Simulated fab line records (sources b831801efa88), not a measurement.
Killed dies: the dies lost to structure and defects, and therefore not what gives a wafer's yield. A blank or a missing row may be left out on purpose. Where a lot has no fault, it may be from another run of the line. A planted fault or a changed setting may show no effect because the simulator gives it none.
fab line records | flow sky130 | part 1 of 2: steps 1 to 20 of 21
record lots=7 wafers=21 last-day=50
route steps=708 shown LI_CONTACT@383 LOCAL_INTERCONNECT@387 PAD_OPEN@708
lots untouched by any fault: they come from a run of this same line in which no faults occurred
start-h: the number of hours between the record's first day and the start of the first shown wafer of the lot | wait-h: hours since the lot's step before | " repeats the value in the row above | L1.1+2: several wafers, shown together as one row | - either no value or no given start | * or withheld: withheld | < > ~ a bound
route shown NAME@n: a module of which the file shows steps, and the number in the route of the first | usual: mean/standard deviation of fault-free wafers | same: alike in all rows | chamber/n: place in a boat | sites: each site's reading | _std_site: the standard deviation of these | _edge_site: mean of outer sites minus mean of inner sites | radius-mm: how far each site lies from the wafer's centre | mask NAME#n: copy n | behind: the last tool/chamber to shape the wafer | hold: why the lot was held/for how many hours/how that ended | device: names the non-switching transistor (n, p or np) | end of line: the route-end tests of the same wafers | a step without rows: its recipe alone | killed: at the first sort, the dies lost to defects and structure; wafer yield is something else | map: a wafer's dies, x killed, . not, _ none there
set.NAME: the setting as run; set.NAME@STEP: as run at that earlier step | model.NAME: the simulator's own value behind a step, which no gauge read
certain route steps with their lots: each step a table, each wafer a row
services: when a tool's chamber went out of use (start-h, in hours from the record's first day, below 0 if earlier), for how many hours, and the reason
## steps
# step SKY_LI_CONTACT_CVD_21
# recipe material=W target-thk-nm=400 time-s=120.56 temp-c=400 pressure-torr=40
# usual heater-power-outer-w=540/29 heater-power-w=882/50
# columns lot.wafer tool chamber start-h wait-h heater-power-outer-w heater-power-w
L753.1 cvd-w-01 1 682.51 0.0 550 941
L753.3 " 0 " " 507 815
L753.4 " 1 " " 540 941
L755.1 cvd-w-02 1 702.54 0.0 583 891
L755.2 " 0 " " 535 868
L755.5 " 0 " " 529 827
L760.1 cvd-w-02 0 737.22 0.0 532 857
L760.2 " 1 " " 580 913
L760.5 " 0 " " 531 862
L765.2 cvd-w-02 1 774.43 0.0 588 905
L765.3 " 1 " " 590 894
L765.6 " 0 " " 541 842
L771.3 cvd-w-01 0 826.32 0.1 499 795
L771.4 " 1 " " 554 965
L771.6 " 1 " " 558 931
L772.1 cvd-w-01 1 833.58 0.0 562 937
L772.3 " 1 " " 553 947
L772.4 " 0 " " 504 847
L774.1 cvd-w-01 1 839.68 0.0 557 934
L774.2 " 0 " " 508 828
L774.5 " 0 " " 506 835
# step SKY_LI_CONTACT_RS_MEAS_22
# recipe thk-meas-gauge=four-point-probe reads=W_of_LI_CONTACT_CVD_21+TiN_of_LI_CONTACT_SPUTTER_20+Ti_of_LI_CONTACT_SPUTTER_19
# usual LI_CONTACT_W_RS=0.282/0.0058
# columns lot.wafer tool chamber start-h wait-h LI_CONTACT_W_RS[ohm/sq]
L753.1 film-metro-02 - 682.64 0.1 0.284
L753.3 " - " " 0.281
L753.4 " - " " 0.286
L755.1 film-metro-03 - 702.67 0.1 0.272
L755.2 " - " " 0.284
L755.5 " - " " 0.287
L760.1 film-metro-02 - 737.35 0.1 0.282
L760.2 " - " " 0.273
L760.5 " - " " 0.280
L765.2 film-metro-04 - 774.57 0.1 0.275
L765.3 " - " " 0.274
L765.6 " - " " 0.286
L771.3 film-metro-03 - 826.44 0.1 0.284
L771.4 " - " " 0.283
L771.6 " - " " 0.285
L772.1 film-metro-02 - 833.70 0.1 0.290
L772.3 " - " " 0.288
L772.4 " - " " 0.286
L774.1 film-metro-03 - 839.80 0.1 0.289
L774.2 " - " " 0.282
L774.5 " - " " 0.287
# step SKY_LI_CONTACT_THK_MEAS_23
# recipe thk-meas-gauge=xrf reads=W_of_LI_CONTACT_CVD_21
# usual LI_CONTACT_W_THK=411/9.4
# columns lot.wafer tool chamber start-h wait-h LI_CONTACT_W_THK[nm]
L753.1 film-metro-02 - 682.76 0.1 403
L753.3 " - " " 408
L753.4 " - " " 403
L755.1 film-metro-03 - 702.79 0.1 435
L755.2 " - " " 415
L755.5 " - " " 411
L760.1 film-metro-02 - 737.47 0.1 413
L760.2 " - " " 434
L760.5 " - " " 418
L765.2 film-metro-04 - 774.68 0.1 422
L765.3 " - " " 426
L765.6 " - " " 407
L771.3 film-metro-03 - 826.54 0.1 406
L771.4 " - " " 411
L771.6 " - " " 407
L772.1 film-metro-02 - 833.82 0.1 401
L772.3 " - " " 407
L772.4 " - " " 410
L774.1 film-metro-03 - 839.92 0.1 402
L774.2 " - " " 409
L774.5 " - " " 401
# step SKY_LI_CONTACT_CMP_24
# recipe stop-on=PSG t-overpolish-s=20 down-force-psi=3.5 platen-rpm=60 target-thk-nm=0 pad-velocity-m-s=0.94248
# usual motor-current-A=10.9/1.1 overpolish-run-s=20.000/0.0099 time-to-endpoint-s=96/5
# columns lot.wafer tool chamber start-h wait-h motor-current-A overpolish-run-s time-to-endpoint-s
L753.4 cmp-01 1 682.87 0.1 10.3 19.997 94
L753.3 " 2 " " 11.0 20.002 98
L753.1 " 3 " " 11.8 19.997 99
L755.2 cmp-01 0 702.85 0.0 13.0 19.991 90
L755.1 " 1 " " 10.7 20.006 91
L755.5 " 0 " " 13.3 20.005 88
L760.2 cmp-02 2 737.63 0.1 10.4 20.009 106
L760.1 " 3 " " 10.0 20.000 101
L760.5 " 0 " " 10.8 19.995 101
L765.2 cmp-02 0 774.73 0.0 10.3 20.000 102
L765.3 " 1 " " 10.0 19.992 104
L765.6 " 1 " " 10.0 19.990 102
L771.4 cmp-01 1 826.58 0.0 10.4 19.987 91
L771.3 " 3 " " 10.8 20.002 97
L771.6 " 1 " " 10.4 20.017 91
L772.3 cmp-02 2 833.88 0.0 10.6 19.983 90
L772.1 " 0 " " 10.1 20.013 86
L772.4 " 1 " " 8.9 19.997 94
L774.2 cmp-01 2 840.03 0.1 10.9 19.994 91
L774.1 " 0 " " 13.3 19.984 88
L774.5 " 2 " " 11.1 20.004 91
# step SKY_LOCAL_INTERCONNECT_SPUTTER_00
# recipe material=TiN target-thk-nm=100 temp-c=300 power-w=6500 time-s=83.3 chamber-pressure-pa=0.4
# usual throttle-valve-pct=30.1/1.1
# columns lot.wafer tool chamber start-h wait-h throttle-valve-pct
L753.1 pvd-sputter-03 - 683.12 0.1 30.2
L753.3 " - " " 29.3
L753.4 " - " " 29.2
L755.1 pvd-sputter-04 - 703.15 0.2 31.0
L755.2 " - " " 27.4
L755.5 " - " " 30.6
L760.1 pvd-sputter-01 - 737.83 0.1 31.8
L760.2 " - " " 30.3
L760.5 " - " " 30.9
L765.2 pvd-sputter-03 - 775.03 0.2 28.9
L765.3 " - " " 30.6
L765.6 " - " " 30.4
L771.3 pvd-sputter-03 - 826.88 0.1 30.1
L771.4 " - " " 28.9
L771.6 " - " " 29.3
L772.1 pvd-sputter-03 - 834.18 0.1 30.2
L772.3 " - " " 29.5
L772.4 " - " " 30.7
L774.1 pvd-sputter-03 - 840.28 0.1 30.6
L774.2 " - " " 29.2
L774.5 " - " " 29.0
# step SKY_LOCAL_INTERCONNECT_RS_MEAS_01
# recipe thk-meas-gauge=four-point-probe reads=TiN_of_LOCAL_INTERCONNECT_SPUTTER_00
# usual LOCAL_INTERCONNECT_TIN_RS=14.13/0.16
# columns lot.wafer tool chamber start-h wait-h LOCAL_INTERCONNECT_TIN_RS[ohm/sq]
L753.1 film-metro-02 - 683.18 0.0 14.13
L753.3 " - " " 14.15
L753.4 " - " " 14.39
L755.1 film-metro-01 - 703.21 0.0 14.20
L755.2 " - " " 14.18
L755.5 " - " " 14.01
L760.1 film-metro-04 - 737.89 0.0 14.21
L760.2 " - " " 14.44
L760.5 " - " " 14.33
L765.2 film-metro-04 - 775.11 0.1 14.09
L765.3 " - " " 14.18
L765.6 " - " " 13.86
L771.3 film-metro-04 - 826.99 0.1 13.83
L771.4 " - " " 14.10
L771.6 " - " " 14.04
L772.1 film-metro-04 - 834.24 0.0 13.90
L772.3 " - " " 13.97
L772.4 " - " " 13.98
L774.1 film-metro-01 - 840.35 0.0 14.22
L774.2 " - " " 14.07
L774.5 " - " " 14.24
# step SKY_LOCAL_INTERCONNECT_THK_MEAS_02
# recipe thk-meas-gauge=xrf reads=TiN_of_LOCAL_INTERCONNECT_SPUTTER_00
# usual LOCAL_INTERCONNECT_TIN_THK=98.3/1
# columns lot.wafer tool chamber start-h wait-h LOCAL_INTERCONNECT_TIN_THK[nm]
L753.1 film-metro-02 - 683.30 0.1 98.4
L753.3 " - " " 98.3
L753.4 " - " " 96.9
L755.1 film-metro-01 - 703.33 0.1 97.8
L755.2 " - " " 98.1
L755.5 " - " " 99.4
L760.1 film-metro-04 - 738.01 0.1 97.5
L760.2 " - " " 96.3
L760.5 " - " " 97.2
L765.2 film-metro-04 - 775.22 0.1 98.5
L765.3 " - " " 98.1
L765.6 " - " " 100.3
L771.3 film-metro-04 - 827.09 0.1 100.0
L771.4 " - " " 98.6
L771.6 " - " " 98.3
L772.1 film-metro-04 - 834.36 0.1 100.7
L772.3 " - " " 99.6
L772.4 " - " " 99.2
L774.1 film-metro-01 - 840.47 0.1 97.6
L774.2 " - " " 98.8
L774.5 " - " " 97.8
# step SKY_LOCAL_INTERCONNECT_DEHYDRATE_03
# recipe temp-c=200 time-s=60
# step SKY_LOCAL_INTERCONNECT_HMDS_04
# recipe prime-time-s=60 prime-temp-c=120
# step SKY_LOCAL_INTERCONNECT_COAT_05
# recipe resist=BARC temp-c=withheld time-s=withheld spin-rpm=3000 resist-thk-nm=60
# step SKY_LOCAL_INTERCONNECT_COAT_06
# recipe resist=KrF-thick spin-rpm=3000 resist-thk-nm=450
# step SKY_LOCAL_INTERCONNECT_SOFTBAKE_07
# recipe temp-c=100 time-s=90 resist=KrF-thick
# step SKY_LOCAL_INTERCONNECT_EXPOSE_08
# recipe mask-id=LI1M na=0.8 source-shape=annular sigma-inner=0.55 sigma-outer=0.85 target-cd-nm=170 dose-mj=28
# usual exposure-dose-mJ-cm2=27.96/0.037
# columns lot.wafer tool chamber start-h wait-h mask exposure-dose-mJ-cm2
L753.1 krf-scanner-01 0 697.52 - LI1M#0 27.98
L753.3 " 0 " " LI1M#0 28.00
L753.4 " 0 " " LI1M#0 27.97
L755.1 krf-scanner-02 0 716.90 - LI1M#0 27.95
L755.2 " 0 " " LI1M#0 27.96
L755.5 " 0 " " LI1M#0 27.93
L760.1 krf-scanner-01 0 751.70 - LI1M#0 27.94
L760.2 " 0 " " LI1M#0 27.91
L760.5 " 0 " " LI1M#0 27.94
L765.2 krf-scanner-01 0 788.63 - LI1M#0 27.97
L765.3 " 0 " " LI1M#0 28.02
L765.6 " 0 " " LI1M#0 27.98
L771.3 krf-scanner-01 0 840.53 - LI1M#0 30.51
L771.4 " 0 " " LI1M#0 30.51
L771.6 " 0 " " LI1M#0 30.48
L772.1 krf-scanner-01 0 847.18 - LI1M#0 30.52
L772.3 " 0 " " LI1M#0 30.54
L772.4 " 0 " " LI1M#0 30.53
L774.1 krf-scanner-01 0 853.69 - LI1M#0 30.05
L774.2 " 0 " " LI1M#0 30.02
L774.5 " 0 " " LI1M#0 30.00
# step SKY_LOCAL_INTERCONNECT_PEB_09
# recipe peb-temp-c=withheld peb-time-s=withheld resist=KrF-thick
# step SKY_LOCAL_INTERCONNECT_DEVELOP_10
# recipe develop-time-s=60 resist=KrF-thick dev-temp-c=21
# step SKY_LOCAL_INTERCONNECT_CD_MEAS_11
# recipe target-cd-nm=170
# usual cd-nm=169.9/1.2
# columns lot.wafer tool chamber start-h wait-h cd-nm
L753.1 cd-sem-01 - 711.75 - 170.6
L753.3 " - " " 170.9
L753.4 " - " " 171.3
L755.1 cd-sem-01 - 730.66 - 172.2
L755.2 " - " " 171.5
L755.5 " - " " 169.7
L760.1 cd-sem-01 - 765.41 - 169.9
L760.2 " - " " 171.4
L760.5 " - " " 169.2
L765.2 cd-sem-02 - 802.00 - 171.2
L765.3 " - " " 169.9
L765.6 " - " " 169.6
L771.3 cd-sem-02 - 853.44 - 151.6
L771.4 " - " " 152.1
L771.6 " - " " 152.5
L772.1 cd-sem-02 - 860.31 - 150.2
L772.3 " - " " 149.4
L772.4 " - " " 151.8
L774.1 cd-sem-02 - 866.05 - 156.4
L774.2 " - " " 156.7
L774.5 " - " " 157.0
# step SKY_LOCAL_INTERCONNECT_OVL_MEAS_12
# usual LOCAL_INTERCONNECT_OVL=2/5.8
# columns lot.wafer tool chamber start-h wait-h LOCAL_INTERCONNECT_OVL[nm]
L753.1 overlay-01 - 711.87 0.1 5
L753.3 " - " " 3
L753.4 " - " " -5
L755.1 overlay-01 - 730.78 0.1 -9
L755.2 " - " " -7
L755.5 " - " " -10
L760.1 overlay-01 - 765.53 0.1 6
L760.2 " - " " 5
L760.5 " - " " 9
L765.2 overlay-02 - 802.10 0.1 18
L765.3 " - " " 10
L765.6 " - " " 12
L771.3 overlay-02 - 853.53 0.1 2
L771.4 " - " " 2
L771.6 " - " " 5
L772.1 overlay-02 - 860.43 0.1 11
L772.3 " - " " 12
L772.4 " - " " 12
L774.1 overlay-01 - 866.17 0.1 4
L774.2 " - " " 6
L774.5 " - " " 0
# step SKY_LOCAL_INTERCONNECT_ETCH_13
# recipe chemistry=N2/H2 target=BARC ion-energy-ev=200 bias-w=100 pressure-mtorr=30 n2-flow-sccm=100 h2-flow-sccm=200 icp-w=500 stop-on=SiO2 time-s=45.9 target-depth-a=600
# usual bias-w=99.95/0.29 drypump-motor-current-A=6.1/0.4 h2-flow-sccm=200.1/0.61 oes-product-au=0.855/0.0047 throttle-valve-pct=13.224/0.0087
# columns lot.wafer tool chamber start-h wait-h bias-w drypump-motor-current-A h2-flow-sccm oes-product-au rf-hours-counter-h throttle-valve-pct model.LOCAL_INTERCONNECT.cd-nm
L753.1 rie-metal-04 1 711.90 0.0 100.32 5.4 200.0 0.851 2 13.225 170.4
L753.3 " 0 " " 100.40 5.9 199.5 0.859 - 13.237 171.1
L753.4 " 1 " " 100.38 5.4 200.0 0.851 - 13.232 171.2
L755.1 rie-metal-04 0 730.82 0.0 99.24 5.8 200.8 0.859 6 13.216 171.6
L755.2 " 1 " " 100.22 5.5 200.9 0.854 3 13.224 170.9
L755.5 " 0 " " 99.46 5.8 199.3 0.857 - 13.232 169.4
L760.1 rie-metal-04 0 765.57 0.0 99.99 5.8 200.7 0.852 7 13.223 169.6
L760.2 " 1 " " 100.02 5.5 198.4 0.862 4 13.225 171.3
L760.5 " 1 " " 99.95 5.4 200.5 0.859 - 13.218 169.3
L765.2 rie-metal-01 0 802.13 0.0 99.68 6.6 199.5 0.850 9 13.217 171.7
L765.3 " 1 " " 100.07 6.6 200.2 0.854 - 13.227 170.5
L765.6 " 1 " " 100.03 6.5 199.6 0.851 - 13.221 170.9
L771.3 rie-metal-01 1 853.57 0.0 99.85 6.6 200.8 0.860 - 13.227 153.1
L771.4 " 0 " " 99.93 6.6 200.1 0.863 - 13.225 152.5
L771.6 " 1 " " 100.18 6.6 201.3 0.859 - 13.212 153.5
L772.1 rie-metal-04 1 860.47 0.0 100.01 5.5 200.4 0.861 8 13.229 149.6
L772.3 " 0 " " 99.89 5.9 199.2 0.846 - 13.226 147.4
L772.4 " 1 " " 99.61 5.5 200.5 0.857 - 13.216 150.9
L774.1 rie-metal-02 1 866.20 0.0 100.26 5.8 199.8 0.852 11 13.226 156.5
L774.2 " 0 " " 100.25 6.0 200.3 0.850 3 13.235 156.7
L774.5 " 0 " " 99.78 6.0 200.4 0.849 - 13.201 156.8
# step SKY_LOCAL_INTERCONNECT_METAL_ETCH_14
# recipe target-depth-nm=110 stop-on=PSG chemistry=Cl2/BCl3 target=TiN resist-sidewall-deg=88 pressure-mtorr=10 icp-w=900 bias-w=48.5 Cl2_flow_sccm=60 bcl3-flow-sccm=30 time-s=31.4
# usual bias-w=48.50/0.14 drypump-motor-current-A=6.1/0.39 oes-product-au=0.942/0.0073 throttle-valve-pct=21.900/0.0097
# columns lot.wafer tool chamber start-h wait-h bias-w drypump-motor-current-A oes-product-au rf-hours-counter-h throttle-valve-pct model.LOCAL_INTERCONNECT.cd-nm
L753.1 rie-metal-04 1 711.97 0.0 48.84 5.5 0.933 2 21.891 169.9
L753.3 " 0 " " 48.65 5.9 0.931 - 21.905 171
L753.4 " 1 " " 48.45 5.5 0.931 - 21.908 170
L755.1 rie-metal-04 0 730.88 0.0 48.58 5.8 0.943 6 21.894 171.8
L755.2 " 1 " " 48.73 5.5 0.938 3 21.907 170.3
L755.5 " 0 " " 48.53 5.8 0.939 - 21.905 169.4
L760.1 rie-metal-04 0 765.63 0.0 48.48 5.8 0.947 7 21.898 169.6
L760.2 " 1 " " 48.66 5.5 0.930 4 21.885 171.3
L760.5 " 1 " " 48.60 5.5 0.932 - 21.906 168.4
L765.2 rie-metal-01 0 802.19 0.0 48.26 6.6 0.945 9 21.897 170.9
L765.3 " 1 " " 48.64 6.5 0.937 - 21.892 169.3
L765.6 " 1 " " 48.47 6.5 0.948 - 21.894 169.9
L771.3 rie-metal-01 1 853.63 0.0 48.41 6.6 0.953 - 21.892 152.7
L771.4 " 0 " " 48.52 6.6 0.942 - 21.901 152.2
L771.6 " 1 " " 48.36 6.6 0.945 - 21.901 153
L772.1 rie-metal-04 1 860.53 0.0 48.56 5.5 0.958 8 21.889 149.1
L772.3 " 0 " " 48.43 5.8 0.949 - 21.891 147.2
L772.4 " 1 " " 48.60 5.5 0.953 - 21.900 149.5
L774.1 rie-metal-02 1 866.27 0.0 48.46 5.8 0.939 11 21.891 156.6
L774.2 " 0 " " 48.51 6.1 0.939 3 21.897 155.6
L774.5 " 0 " " 48.39 6.1 0.939 - 21.901 155.9
# step SKY_LOCAL_INTERCONNECT_STRIP_15
# recipe chemistry=O2/N2 power-w=1400 pressure-mtorr=1500 platen-temp-c=withheld o2-flow-sccm=3000 n2-flow-sccm=300 overash-fraction=0.5
# usual drypump-motor-current-A=5.78/0.25 o2-flow-sccm=3000/8.9 oes-product-au=0.427/0.0047 strip-time-to-endpoint-s=4.718/0.021
# columns lot.wafer tool chamber start-h wait-h drypump-motor-current-A o2-flow-sccm oes-product-au rf-hours-counter-h strip-time-to-endpoint-s
L753.1 plasma-asher-01 1 712.02 0.0 6.07 3005 0.427 24 4.724
L753.3 " 0 " " 5.55 3001 0.425 - 4.686
L753.4 " 1 " " 6.05 2994 0.423 - 4.724
L755.1 plasma-asher-01 1 730.93 0.0 6.05 3003 0.428 26 4.731
L755.2 " 0 " " 5.54 3006 0.421 26 4.756
L755.5 " 0 " " 5.56 3011 0.426 - 4.711
L760.1 plasma-asher-03 0 765.68 0.0 5.94 3008 0.423 96 4.691
L760.2 " 1 " " 5.91 3018 0.436 96 4.734
L760.5 " 1 " " 5.91 2989 0.431 - 4.728
L765.2 plasma-asher-01 1 802.25 0.0 6.03 3004 0.428 31 4.730
L765.3 " 1 " " 6.01 3008 0.428 - 4.687
L765.6 " 0 " " 5.55 2999 0.422 - 4.706
L771.3 plasma-asher-03 1 853.70 0.1 5.93 3004 0.422 - 4.697
L771.4 " 0 " " 5.93 3005 0.430 - 4.709
L771.6 " 1 " " 5.91 2999 0.414 - 4.707
L772.1 plasma-asher-01 0 860.58 0.0 5.53 2997 0.424 37 4.715
L772.3 " 1 " " 5.99 3010 0.435 - 4.701
L772.4 " 0 " " 5.54 3003 0.428 - 4.741
L774.1 plasma-asher-04 0 866.32 0.0 5.76 2999 0.426 13 4.737
L774.2 " 1 " " 5.26 3003 0.426 13 4.738
L774.5 " 1 " " 5.27 3009 0.430 - 4.744
## key
first-sign step=SKY_LOCAL_INTERCONNECT_EXPOSE_08 reading=exposure-dose-mJ-cm2 direction=up sigmas=65 usual=* struck=*
effect step=SKY_LOCAL_INTERCONNECT_CD_MEAS_11 reading=cd-nm direction=down sigmas=14 usual=169.9 struck=153.1 through=control-loop
model-effect step=SKY_LOCAL_INTERCONNECT_ETCH_13 value=LOCAL_INTERCONNECT.cd-nm without=168.6 struck=153
model-effect step=SKY_LOCAL_INTERCONNECT_METAL_ETCH_14 value=LOCAL_INTERCONNECT.cd-nm without=168 struck=152.4
model-effect step=SKY_PAD_OPEN_PROBE_99 value=etest.res-li.line-ohm-um without=75.35 struck=83.05
met-at SKY_LOCAL_INTERCONNECT_EXPOSE_08
struck-wafers L771.3,L771.4,L771.6,L772.1,L772.3,L772.4,L774.1,L774.2,L774.5
tester-left-out L771,L772,L774
loop-trim step=SKY_LOCAL_INTERCONNECT_EXPOSE_08 setting=dose lots=L774
onset-between 788.63 840.53
fault kind=process-parameter-drift tool=krf-scanner-01 chamber=- onset-h=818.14 steps=SKY_LOCAL_INTERCONNECT_EXPOSE_08 channel=dose-mj offset=2.5223 shape=step acts-in=these-recipes-only stated=28
# tester-left-out: of these lots the tester's yield and bins aren't shown, on N5 and GAA mostly nor the transistor test; their killed dies are dies lost to structure and defects alone, not to doping, threshold or leakage, so they don't give the yield
# loop-trim: a control loop set the setting to another value than it would have without faults
